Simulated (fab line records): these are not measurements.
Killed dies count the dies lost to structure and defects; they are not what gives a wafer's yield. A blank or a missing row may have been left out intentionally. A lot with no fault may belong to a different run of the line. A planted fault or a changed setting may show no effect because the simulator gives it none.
fab line records	flow gf180mcu
record lots=15	wafers=45	last_day=34
route steps=602 shown CONTACT@300 M1@315 V1@339 M2@368
lots that met no fault: from a run of the same line without faults
start_h: hours from the record's first day to the start of the lot's first wafer shown	wait_h: hours elapsed since this lot's preceding step	" same as the row above	L1.1+2: a row that stands for several wafers	- no value, or no start given	* or withheld: withheld	< > ~ a bound
route shown NAME@n: NAME is a module with steps in the file, n the number in the route of the first one	usual: mean/standard deviation of fault-free wafers	same: alike in all rows	chamber/n: place in a boat	sites: the reading at each site	_std_site: the values' standard deviation	_edge_site: inner sites' mean taken away from outer sites' mean	radius_mm: how far each site lies from the wafer's centre	mask NAME#n: copy n	behind: the last tool/chamber to shape the wafer	hold: reason for holding the lot/hours on hold/outcome of the hold	device: the transistor (n, p or np) that didn't switch	end of line: the same wafers' tests at the end of the route	for a step that has no rows: nothing shown but its recipe	killed: dies that structure and defects cost at the first sort, which is not the same as the wafer's yield	map: per-die view of a wafer (x killed, . not killed, _ where there is no die)
set.NAME: the run value of the setting; set.NAME@STEP: its run value at that earlier step	model.NAME: the simulator's own value behind a step, which no gauge read
a sample of lots followed through the steps of the route, with each step as a table and each wafer as a row
services: the hour from which a tool's chamber was out of use, counted from the record's first day as start_h (under 0 if before that day), plus the number of hours and why
## steps
# step GF_CONTACT_DEVELOP_13
# recipe develop_time_s=60	resist=KrF	dev_temp_c=21
# usual chill_plate_temp_C=22.99/0.093	develop_time_s=60/0
lot.wafer	tool	chamber	start_h	wait_h	chill_plate_temp_C	develop_time_s
L175.1	litho_track-02	0	376.64	0.2	23.05	60
L175.3	"	0	"	"	23.02	60
L175.5	"	0	"	"	23.07	60
L177.2	litho_track-02	0	396.61	0.2	23.01	60
L177.3	"	0	"	"	22.97	60
L177.6	"	0	"	"	22.91	60
L178.2	litho_track-01	0	407.54	0.2	23.01	60
L178.4	"	0	"	"	23.23	60
L178.6	"	0	"	"	23.17	60
L181.1	litho_track-01	0	436.81	0.2	23.06	60
L181.5	"	0	"	"	23.15	60
L181.6	"	0	"	"	23.15	60
L182.2	litho_track-01	0	442.89	0.2	22.98	60
L182.3	"	0	"	"	22.95	60
L182.6	"	0	"	"	22.93	60
L183.2	litho_track-02	0	452.06	0.2	23.07	60
L183.4	"	0	"	"	23.01	60
L183.6	"	0	"	"	22.99	60
L184.4	litho_track-02	0	462.81	0.1	23.06	60
L184.5	"	0	"	"	23.01	60
L184.6	"	0	"	"	22.95	60
L185.2	litho_track-03	0	471.58	0.2	22.99	60
L185.4	"	0	"	"	23.07	60
L185.5	"	0	"	"	22.96	60
L188.1	litho_track-02	0	495.78	0.2	23.02	60
L188.3	"	0	"	"	22.98	60
L188.4	"	0	"	"	22.85	60
L189.1	litho_track-03	0	507.41	0.2	23.08	60
L189.3	"	0	"	"	23.01	60
L189.6	"	0	"	"	22.94	60
L191.2	litho_track-01	0	525.09	0.2	23.06	60
L191.3	"	0	"	"	22.96	60
L191.6	"	0	"	"	23.13	60
L192.3	litho_track-03	-	529.81	0.1	-	-
L192.5	"	-	"	"	-	-
L192.6	"	-	"	"	-	-
L193.4	litho_track-02	-	539.16	0.1	-	-
L193.5	"	-	"	"	-	-
L193.6	"	-	"	"	-	-
L194.1	litho_track-01	-	544.66	0.2	-	-
L194.3	"	-	"	"	-	-
L194.4	"	-	"	"	-	-
L196.2	litho_track-01	0	563.64	0.2	22.87	60
L196.3	"	0	"	"	22.95	60
L196.6	"	0	"	"	22.92	60
# step GF_M1_SPUTTER_00
# recipe material=Ti	target_thk_nm=37.5	arriving_ion_energy_ev=80	substrate_temp_c=200	chamber_pressure_pa=2	power_w=4000	time_s=150
# usual throttle_valve_pct=29.9/1.4
lot.wafer	tool	chamber	start_h	wait_h	throttle_valve_pct
L175.1	pvd_sputter-01	-	378.09	0.2	30.5
L175.3	"	-	"	"	29.4
L175.5	"	-	"	"	29.3
L177.2	pvd_sputter-02	-	398.05	0.2	30.1
L177.3	"	-	"	"	29.0
L177.6	"	-	"	"	31.3
L178.2	pvd_sputter-01	-	408.96	0.2	29.1
L178.4	"	-	"	"	29.4
L178.6	"	-	"	"	28.7
L181.1	pvd_sputter-01	-	438.26	0.2	30.3
L181.5	"	-	"	"	29.3
L181.6	"	-	"	"	28.3
L182.2	pvd_sputter-01	-	447.71	0.2	29.3
L182.3	"	-	"	"	28.2
L182.6	"	-	"	"	28.5
L183.2	pvd_sputter-02	-	453.57	0.1	31.6
L183.4	"	-	"	"	30.2
L183.6	"	-	"	"	31.5
L184.4	pvd_sputter-02	-	464.27	0.1	31.3
L184.5	"	-	"	"	31.1
L184.6	"	-	"	"	30.2
L185.2	pvd_sputter-02	-	473.00	0.2	29.0
L185.4	"	-	"	"	30.2
L185.5	"	-	"	"	29.1
L188.1	pvd_sputter-03	-	497.23	0.2	27.7
L188.3	"	-	"	"	32.9
L188.4	"	-	"	"	30.2
L189.1	pvd_sputter-01	-	508.86	0.2	28.9
L189.3	"	-	"	"	29.2
L189.6	"	-	"	"	28.4
L191.2	pvd_sputter-01	-	526.52	0.1	29.4
L191.3	"	-	"	"	30.5
L191.6	"	-	"	"	29.2
L196.2	pvd_sputter-03	-	565.19	0.2	32.8
L196.3	"	-	"	"	27.7
L196.6	"	-	"	"	32.7
# step GF_V1_CMP_04
# recipe material=SiO2	down_force_psi=4	platen_rpm=60	pad_velocity_m_s=0.94248
# usual motor_current_A=12.7/1.4	slurry_flow_ml_min=150.0/0.49	time_to_endpoint_s=79/5.4
lot.wafer	tool	chamber	start_h	wait_h	motor_current_A	slurry_flow_ml_min	time_to_endpoint_s
L175.1	cmp-02	3	402.34	0.1	12.1	149.8	79
L175.3	"	0	"	"	13.0	150.1	73
L175.5	"	2	"	"	9.4	150.1	86
L177.2	cmp-01	0	422.52	0.1	12.6	149.9	74
L177.3	"	1	"	"	13.5	150.4	77
L177.6	"	3	"	"	15.0	150.1	75
L178.4	cmp-02	2	434.07	0.0	9.2	150.1	85
L178.2	"	0	"	"	12.2	150.3	77
L178.6	"	2	"	"	10.1	150.5	83
L181.1	cmp-01	0	464.08	0.1	12.7	150.1	74
L181.6	"	2	"	"	14.0	149.9	76
L181.5	"	3	"	"	14.3	149.1	79
L182.2	cmp-01	2	473.95	0.5	14.6	150.9	79
L182.3	"	3	"	"	14.2	150.1	89
L182.6	"	1	"	"	13.1	150.3	89
L183.2	cmp-01	3	479.51	0.1	14.7	149.4	80
L183.4	"	1	"	"	13.9	150.0	80
L183.6	"	2	"	"	14.1	150.6	78
L184.4	cmp-02	2	489.55	0.1	9.9	150.6	87
L184.5	"	1	"	"	13.0	150.3	82
L184.6	"	2	"	"	10.1	150.1	85
L185.4	cmp-01	0	497.58	0.0	12.2	149.7	85
L185.2	"	3	"	"	13.5	148.7	79
L185.5	"	0	"	"	12.3	149.5	81
L188.4	cmp-02	1	521.78	0.0	12.4	150.3	86
L188.3	"	2	"	"	9.9	150.5	91
L188.1	"	0	"	"	12.6	149.2	81
L189.1	cmp-01	3	533.32	0.1	14.8	150.4	70
L189.3	"	2	"	"	13.8	149.1	64
L189.6	"	0	"	"	12.4	149.9	74
L191.3	cmp-02	3	550.62	0.0	12.0	148.7	80
L191.2	"	2	"	"	9.7	149.4	81
L191.6	"	3	"	"	11.8	150.0	90
L196.2	cmp-01	1	586.75	0.0	13.4	149.2	78
L196.3	"	3	"	"	14.8	149.9	77
L196.6	"	2	"	"	13.8	150.6	78
# step GF_M2_THK_MEAS_06
# recipe thk_meas_gauge=xrf	reads=AlCu_of_M2_SPUTTER_02
# usual M2_ALCU_THK=457/4.9
lot.wafer	tool	chamber	start_h	wait_h	M2_ALCU_THK[nm]
L175.1	film_metro-02	-	428.06	0.1	462
L175.3	"	-	"	"	460
L175.5	"	-	"	"	456
L177.2	film_metro-03	-	449.23	0.1	460
L177.3	"	-	"	"	454
L177.6	"	-	"	"	454
L178.2	film_metro-02	-	458.97	0.1	471
L178.4	"	-	"	"	462
L178.6	"	-	"	"	467
L181.1	film_metro-02	-	490.04	0.1	457
L181.5	"	-	"	"	455
L181.6	"	-	"	"	454
L182.2	film_metro-03	-	499.94	0.1	461
L182.3	"	-	"	"	462
L182.6	"	-	"	"	459
L183.2	film_metro-03	-	505.94	0.1	454
L183.4	"	-	"	"	460
L183.6	"	-	"	"	457
L184.4	film_metro-02	-	514.95	0.1	453
L184.5	"	-	"	"	455
L184.6	"	-	"	"	458
L185.2	film_metro-03	-	522.96	0.1	457
L185.4	"	-	"	"	462
L185.5	"	-	"	"	459
L188.1	film_metro-04	-	545.73	0.1	458
L188.3	"	-	"	"	454
L188.4	"	-	"	"	456
L189.1	film_metro-04	-	557.48	0.1	457
L189.3	"	-	"	"	451
L189.6	"	-	"	"	455
L191.2	film_metro-02	-	577.34	0.1	464
L191.3	"	-	"	"	460
L191.6	"	-	"	"	457
L196.2	film_metro-03	-	609.55	0.1	452
L196.3	"	-	"	"	452
L196.6	"	-	"	"	455
## services
tool	chamber	start_h	hours	kind
pvd_sputter-03	-	380.56	2.3	repair
pvd_sputter-02	-	382.40	1.0	repair
cmp-02	-	393.61	6.0	pm
litho_track-02	-	400.84	-	consumable_replace:filter
cmp-02	-	403.36	5.9	pm
pvd_sputter-02	-	403.38	3.4	repair
cmp-01	-	404.00	4.0	pm
cmp-01	-	408.00	-	consumable_replace:conditioner
cmp-01	-	408.00	-	consumable_replace:pad
cmp-02	-	409.37	0.4	repair
cmp-02	-	450.09	5.6	repair
pvd_sputter-01	-	450.34	9.0	repair
pvd_sputter-03	-	453.06	13.1	repair
pvd_sputter-01	-	456.40	1.1	repair
pvd_sputter-03	-	520.81	3.6	repair
cmp-01	-	561.55	9.4	pm
cmp-01	-	570.90	4.7	pm
cmp-02	-	572.39	4.0	pm
cmp-02	-	576.39	-	consumable_replace:conditioner
cmp-02	-	576.39	-	consumable_replace:pad
## key
first_sign step=GF_CONTACT_DEVELOP_13	reading=tool_record	direction=missing
effect none on later readings
met_at GF_CONTACT_DEVELOP_13
struck_lots L192,L193,L194
later_rows_left_out L192.3,L192.5,L192.6,L193.4,L193.5,L193.6,L194.1,L194.3,L194.4
sort_left_out L192.3,L192.5,L192.6,L193.4,L193.5,L193.6,L194.1,L194.3,L194.4
tester_left_out L192,L193,L194
not_acting_at GF_M1_SPUTTER_00,GF_V1_CMP_04,GF_M2_THK_MEAS_06
onset_between 525.09 529.81
fault kind=skipped_step_whole	tool=litho_track-01,litho_track-02,litho_track-03	chamber=-	onset_h=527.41	steps=GF_CONTACT_DEVELOP_13	scope=struck_lots_only
# tester_left_out: of these lots the tester's yield and bins aren't shown, on N5 and GAA mostly nor the transistor test; their killed dies are dies lost to structure and defects alone, not to doping, threshold or leakage, so they don't give the yield
# sort_left_out: the simulated sort isn't trusted on such a fault, so these wafers' sort isn't shown, and their yield isn't known
# later_rows_left_out: the simulator's readings of these wafers behind a module that went badly wrong aren't trusted and aren't shown, but for the sort
